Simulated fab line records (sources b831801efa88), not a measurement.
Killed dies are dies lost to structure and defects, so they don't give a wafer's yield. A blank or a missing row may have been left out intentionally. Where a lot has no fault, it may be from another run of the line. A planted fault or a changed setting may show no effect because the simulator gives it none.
Which tool did it? || flow gf180mcu || 42 wafers from 14 lots sampled at 4 of the route's 602 steps

WHAT THE GAUGES READ, wafer by wafer
GF_MIM_THK_MEAS_11: measures by xrf. Usual: MIM_ALCU_THK gives 199.6 nm (standard deviation 2.8).
{"lot": "L412", "measured": "day 24 10:19", "on": "film_metro-02", "MIM_ALCU_THK (nm)": "197.7 199.9 200.2", "flag": ""}
{"lot": "L413", "measured": "day 25 01:41", "on": "film_metro-04", "MIM_ALCU_THK (nm)": "197.0 195.6 197.6", "flag": ""}
{"lot": "L414", "measured": "day 26 01:03", "on": "film_metro-03", "MIM_ALCU_THK (nm)": "199.0 200.5 197.9", "flag": ""}
{"lot": "L415", "measured": "day 26 01:53", "on": "film_metro-03", "MIM_ALCU_THK (nm)": "198.1 199.0 200.1", "flag": ""}
{"lot": "L416", "measured": "day 26 03:56", "on": "film_metro-03", "MIM_ALCU_THK (nm)": "199.2 199.9 200.9", "flag": ""}
{"lot": "L423", "measured": "day 28 16:37", "on": "film_metro-03", "MIM_ALCU_THK (nm)": "200.2 199.4 198.2", "flag": ""}
{"lot": "L424", "measured": "day 28 18:24", "on": "film_metro-04", "MIM_ALCU_THK (nm)": "202.9 199.4 198.0", "flag": ""}
{"lot": "L426", "measured": "day 29 09:42", "on": "film_metro-04", "MIM_ALCU_THK (nm)": "201.4 201.3 200.5", "flag": ""}
{"lot": "L427", "measured": "day 29 18:38", "on": "film_metro-03", "MIM_ALCU_THK (nm)": "195.8 193.3 193.3", "flag": ""}
{"lot": "L428", "measured": "day 30 05:23", "on": "film_metro-04", "MIM_ALCU_THK (nm)": "204.9 202.5 200.3", "flag": ""}
{"lot": "L430", "measured": "day 31 10:22", "on": "film_metro-02", "MIM_ALCU_THK (nm)": "205.1 204.8 200.4", "flag": ""}
{"lot": "L431", "measured": "day 31 08:19", "on": "film_metro-02", "MIM_ALCU_THK (nm)": "203.4 201.8 200.7", "flag": ""}
{"lot": "L434", "measured": "day 31 09:25", "on": "film_metro-03", "MIM_ALCU_THK (nm)": "197.3 194.9 197.1", "flag": ""}
{"lot": "L435", "measured": "day 32 01:31", "on": "film_metro-02", "MIM_ALCU_THK (nm)": "202.6 201.6 205.2", "flag": ""}

GF_M5_CD_MEAS_07 targets a cd of 280 nm. Usual: cd_nm reads 279.8 nm (standard deviation 1.2).
{"lot": "L412", "measured": "day 26 02:34", "on": "cd_sem-02", "cd_nm (nm)": "279.4 279.2 279.9", "flag": ""}
{"lot": "L413", "measured": "day 26 19:50", "on": "cd_sem-01", "cd_nm (nm)": "278.2 279.8 278.7", "flag": ""}
{"lot": "L414", "measured": "day 27 17:53", "on": "cd_sem-02", "cd_nm (nm)": "280.3 280.2 280.2", "flag": ""}
{"lot": "L415", "measured": "day 27 19:38", "on": "cd_sem-01", "cd_nm (nm)": "280.8 281.5 282.0", "flag": ""}
{"lot": "L416", "measured": "day 27 21:50", "on": "cd_sem-01", "cd_nm (nm)": "281.3 280.1 279.9", "flag": ""}
{"lot": "L423", "measured": "day 30 06:36", "on": "cd_sem-01", "cd_nm (nm)": "278.6 278.5 279.2", "flag": ""}
{"lot": "L424", "measured": "day 30 08:32", "on": "cd_sem-01", "cd_nm (nm)": "281.3 280.0 279.5", "flag": ""}
{"lot": "L426", "measured": "day 30 23:11", "on": "cd_sem-01", "cd_nm (nm)": "280.0 279.7 279.2", "flag": ""}
{"lot": "L427", "measured": "day 31 07:19", "on": "cd_sem-02", "cd_nm (nm)": "280.7 280.2 279.0", "flag": ""}
{"lot": "L428", "measured": "day 31 17:34", "on": "cd_sem-02", "cd_nm (nm)": "279.8 279.5 280.1", "flag": ""}
{"lot": "L430", "measured": "day 32 21:07", "on": "cd_sem-02", "cd_nm (nm)": "281.4 281.8 280.5", "flag": ""}
{"lot": "L431", "measured": "day 32 19:13", "on": "cd_sem-01", "cd_nm (nm)": "281.6 280.3 281.2", "flag": ""}
{"lot": "L434", "measured": "day 32 20:01", "on": "cd_sem-02", "cd_nm (nm)": "278.6 279.7 279.9", "flag": ""}
{"lot": "L435", "measured": "day 33 11:08", "on": "cd_sem-02", "cd_nm (nm)": "279.0 278.7 281.0", "flag": ""}

GF_TOP_METAL_OVL_MEAS_15. Usual: TOP_METAL_OVL gives 0.1 nm (standard deviation 1.4).
{"lot": "L412", "measured": "day 27 23:25", "on": "overlay-02", "TOP_METAL_OVL (nm)": "-2.2 -1.4 -2.5", "flag": ""}
{"lot": "L413", "measured": "day 28 15:41", "on": "overlay-01", "TOP_METAL_OVL (nm)": "0.8 2.8 3.3", "flag": ""}
{"lot": "L414", "measured": "day 29 12:02", "on": "overlay-01", "TOP_METAL_OVL (nm)": "-2.4 -0.5 -2.5", "flag": ""}
{"lot": "L415", "measured": "day 29 13:59", "on": "overlay-02", "TOP_METAL_OVL (nm)": "1.5 -0.2 1.9", "flag": ""}
{"lot": "L416", "measured": "day 29 16:35", "on": "overlay-01", "TOP_METAL_OVL (nm)": "1.1 -0.1 1.0", "flag": ""}
{"lot": "L423", "measured": "day 31 22:28", "on": "overlay-01", "TOP_METAL_OVL (nm)": "-0.3 -0.6 -0.7", "flag": ""}
{"lot": "L424", "measured": "day 31 23:52", "on": "overlay-02", "TOP_METAL_OVL (nm)": "-0.8 -0.8 0.6", "flag": ""}
{"lot": "L426", "measured": "day 32 13:02", "on": "overlay-02", "TOP_METAL_OVL (nm)": "-1.3 -1.9 -1.5", "flag": ""}
{"lot": "L427", "measured": "day 32 21:38", "on": "overlay-01", "TOP_METAL_OVL (nm)": "0.1 -0.9 1.5", "flag": ""}
{"lot": "L428", "measured": "day 33 05:22", "on": "overlay-02", "TOP_METAL_OVL (nm)": "-0.5 -0.8 -1.2", "flag": ""}
{"lot": "L430", "measured": "day 34 07:59", "on": "overlay-02", "TOP_METAL_OVL (nm)": "1.6 0.4 0.1", "flag": ""}
{"lot": "L431", "measured": "day 34 05:22", "on": "overlay-01", "TOP_METAL_OVL (nm)": "2.4 2.2 0.7", "flag": ""}
{"lot": "L434", "measured": "day 34 07:20", "on": "overlay-02", "TOP_METAL_OVL (nm)": "-0.5 1.3 1.0", "flag": ""}
{"lot": "L435", "measured": "day 34 21:44", "on": "overlay-01", "TOP_METAL_OVL (nm)": "1.4 0.0 -0.2", "flag": ""}

TOOL THAT RAN EACH LOT (tool first, then ch and the chambers of the sampled wafers, then the start)
{"lot": "L412", "GF_V2_SPUTTER_22": "pvd_sputter-02, day 20 05:27"}
{"lot": "L413", "GF_V2_SPUTTER_22": "pvd_sputter-03, day 20 18:10"}
{"lot": "L414", "GF_V2_SPUTTER_22": "pvd_sputter-04, day 21 10:26"}
{"lot": "L415", "GF_V2_SPUTTER_22": "pvd_sputter-04, day 21 22:04"}
{"lot": "L416", "GF_V2_SPUTTER_22": "pvd_sputter-04, day 22 05:36"}
{"lot": "L423", "GF_V2_SPUTTER_22": "pvd_sputter-03, day 24 19:41"}
{"lot": "L424", "GF_V2_SPUTTER_22": "pvd_sputter-03, day 24 21:27"}
{"lot": "L426", "GF_V2_SPUTTER_22": "pvd_sputter-02, day 25 18:19"}
{"lot": "L427", "GF_V2_SPUTTER_22": "pvd_sputter-04, day 26 01:42"}
{"lot": "L428", "GF_V2_SPUTTER_22": "pvd_sputter-04, day 26 15:35"}
{"lot": "L430", "GF_V2_SPUTTER_22": "pvd_sputter-04, day 27 19:23"}
{"lot": "L431", "GF_V2_SPUTTER_22": "pvd_sputter-04, day 27 20:05"}
{"lot": "L434", "GF_V2_SPUTTER_22": "pvd_sputter-04, day 27 21:23"}
{"lot": "L435", "GF_V2_SPUTTER_22": "pvd_sputter-03, day 28 15:11"}
- GF_V2_SPUTTER_22: material TiN, target thk 10 nm, time 40 s.

AS READ BY THE TOOLS THEMSELVES (means over the sampled wafers that have a number; for cases with no such wafer, the mark the record gives instead)
GF_V2_SPUTTER_22. Usual: throttle_valve_pct reads 29.6 % (standard deviation 0.78).
{"lot": "L412", "tool": "pvd_sputter-02", "throttle_valve_pct (%)": 30.3, "flag": ""}
{"lot": "L413", "tool": "pvd_sputter-03", "throttle_valve_pct (%)": 29.7, "flag": ""}
{"lot": "L414", "tool": "pvd_sputter-04", "throttle_valve_pct (%)": 29.3, "flag": ""}
{"lot": "L415", "tool": "pvd_sputter-04", "throttle_valve_pct (%)": 28.8, "flag": ""}
{"lot": "L416", "tool": "pvd_sputter-04", "throttle_valve_pct (%)": 29.5, "flag": ""}
{"lot": "L423", "tool": "pvd_sputter-03", "throttle_valve_pct (%)": 29.4, "flag": ""}
{"lot": "L424", "tool": "pvd_sputter-03", "throttle_valve_pct (%)": 29.7, "flag": ""}
{"lot": "L426", "tool": "pvd_sputter-02", "throttle_valve_pct (%)": 30.4, "flag": ""}
{"lot": "L427", "tool": "pvd_sputter-04", "throttle_valve_pct (%)": 29.6, "flag": ""}
{"lot": "L428", "tool": "pvd_sputter-04", "throttle_valve_pct (%)": 29.7, "flag": ""}
{"lot": "L430", "tool": "pvd_sputter-04", "throttle_valve_pct (%)": 29.6, "flag": ""}
{"lot": "L431", "tool": "pvd_sputter-04", "throttle_valve_pct (%)": 29.1, "flag": ""}
{"lot": "L434", "tool": "pvd_sputter-04", "throttle_valve_pct (%)": 29.0, "flag": ""}
{"lot": "L435", "tool": "pvd_sputter-03", "throttle_valve_pct (%)": 29.7, "flag": ""}

THE ANSWER, worked out from the rows above alone
Rule: a lot is off if the mean of its wafers that have a number lies more than 3 standard deviations from the usual mean. A lot without any number at a reading at which 4 lots or more have one is off too. Any other lot the step has rows for is counted as sound. The gauges are gone through in route order, then the tools' own readings, and for those a lot's mean is taken as printed above. At the first step where some lot is off, the reading lying furthest off is the one used; lots without a number count as furthest.
None of the lots is off at any reading shown; this tells nothing.

WHAT THE SIMULATOR PUT IN
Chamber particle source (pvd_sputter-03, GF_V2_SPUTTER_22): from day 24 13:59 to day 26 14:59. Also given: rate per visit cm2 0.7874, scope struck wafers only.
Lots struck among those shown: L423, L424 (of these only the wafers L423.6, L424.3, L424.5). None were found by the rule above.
